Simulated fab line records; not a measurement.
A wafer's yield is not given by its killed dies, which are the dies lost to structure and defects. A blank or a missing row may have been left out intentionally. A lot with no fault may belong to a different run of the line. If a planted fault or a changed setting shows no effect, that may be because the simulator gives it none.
Split-lot study	flow gf180mcu	on a route of 602 steps: 5 lots, 27 wafers read

## SPLIT DETAILS
At GF_TOP_METAL_SPUTTER_01 (material TiN, target thk 30 nm, time 25 s), the setting time s was moved away from the recipe's 25 s on 9 of the 27 wafers read, by +20.4% to +45.8%. The other wafers ran this setting at the recipe's value.

Reading taken at the split's own step.

## THE READING
TiN_of_TOP_METAL_SPUTTER_01.thk nm (the simulator's own value, which no gauge read), in nm, at GF_TOP_METAL_SPUTTER_01 (material TiN, target thk 30 nm, time 25 s). The file gives no usual value for it. Across the 18 wafers here that went through the recipe, the average is 30.03 nm and the standard deviation 0.26 nm.

wafer	tool, chamber at the split	time s as run, s	against the recipe	TiN_of_TOP_METAL_SPUTTER_01.thk nm, nm	against lot-mates on the recipe
L077.1	pvd sputter-04, -	25	recipe	29.73	-
L077.2	pvd sputter-04, -	25	recipe	29.78	-
L077.3	pvd sputter-04, -	25	recipe	29.77	-
L077.4	pvd sputter-04, -	25	recipe	29.8	-
L077.5	pvd sputter-04, -	25	recipe	29.74	-
L077.6	pvd sputter-04, -	25	recipe	29.68	-
L079.3	pvd sputter-04, -	25	recipe	29.98	-
L079.4	pvd sputter-04, -	25	recipe	29.84	-
L079.6	pvd sputter-04, -	25	recipe	29.9	-
L083.1	pvd sputter-04, -	25	recipe	30.2	-
L083.2	pvd sputter-04, -	36.44	+45.8%	44.14	+13.96
L083.3	pvd sputter-04, -	36.44	+45.8%	43.83	+13.65
L083.4	pvd sputter-04, -	25	recipe	30.17	-
L083.5	pvd sputter-04, -	25	recipe	30.17	-
L083.6	pvd sputter-04, -	36.44	+45.8%	44.11	+13.93
L084.1	pvd sputter-03, -	30.11	+20.4%	36.27	+6.12
L084.2	pvd sputter-03, -	30.11	+20.4%	36.53	+6.38
L084.3	pvd sputter-03, -	30.11	+20.4%	36.29	+6.14
L084.4	pvd sputter-03, -	25	recipe	30.22	-
L084.5	pvd sputter-03, -	25	recipe	30.17	-
L084.6	pvd sputter-03, -	25	recipe	30.05	-
L085.1	pvd sputter-03, -	35.8	+43.2%	43.04	+12.61
L085.2	pvd sputter-03, -	35.8	+43.2%	43.34	+12.91
L085.3	pvd sputter-03, -	25	recipe	30.59	-
L085.4	pvd sputter-03, -	35.8	+43.2%	43.19	+12.76
L085.5	pvd sputter-03, -	25	recipe	30.39	-
L085.6	pvd sputter-03, -	25	recipe	30.31	-

THE FIT
A straight line over all 27 wafers: TiN_of_TOP_METAL_SPUTTER_01.thk nm changes by +0.306 nm for each +1% of time s; r = +1.00; the points scatter about the line by 0.23 nm.
The same after taking each lot's own level away (the mean of its wafers on the recipe; 27 wafers): +0.3 nm for each +1%; r = +1.00; scatter 0.13 nm.
The reading moves by 14 nm for the largest change in time s, on that fit.
Across the lots, their own levels run from 29.750 to 30.430 nm, a range of 2.7 times the standard deviation given above.
So the lot-to-lot level changes the slope little: the two slopes agree.
Check: for one of the wafers moved furthest among these (+45.8%), held out of the fit, the line's prediction against its lot-mates is +13.7 nm. It came out at +14 nm against them.

## THE OTHER SPLITS THESE WAFERS WENT THROUGH
Other splits were also applied to these wafers ahead of the reading. Each is held against what the fit with the lots' levels taken away leaves over:
other split on the same wafers	wafers away from the commonest value	r with TiN_of_TOP_METAL_SPUTTER_01.thk nm (lot level and that fit taken away)
GF_STI_CVD_03 time s	12	+0.33
GF_STI_WET_ETCH_17 time s	18	+0.01
GF_DUAL_GATE_OXIDATION_15 ox time s	21	-0.05
GF_NSD_DEVELOP_06 develop time s	9	-0.52
GF_M2_SPUTTER_04 time s	6	-0.17
GF_V2_SPUTTER_21 time s	6	+0.00
GF_V3_CVD_02 time s	9	+0.16
GF_V3_SPUTTER_21 time s	9	-0.23
GF_MIM_SPUTTER_09 time s	9	-0.33

## THE FILE'S OWN FIT
TiN_of_TOP_METAL_SPUTTER_01.thk nm changes by +0.3 nm for each +1% of time s, r = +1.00.
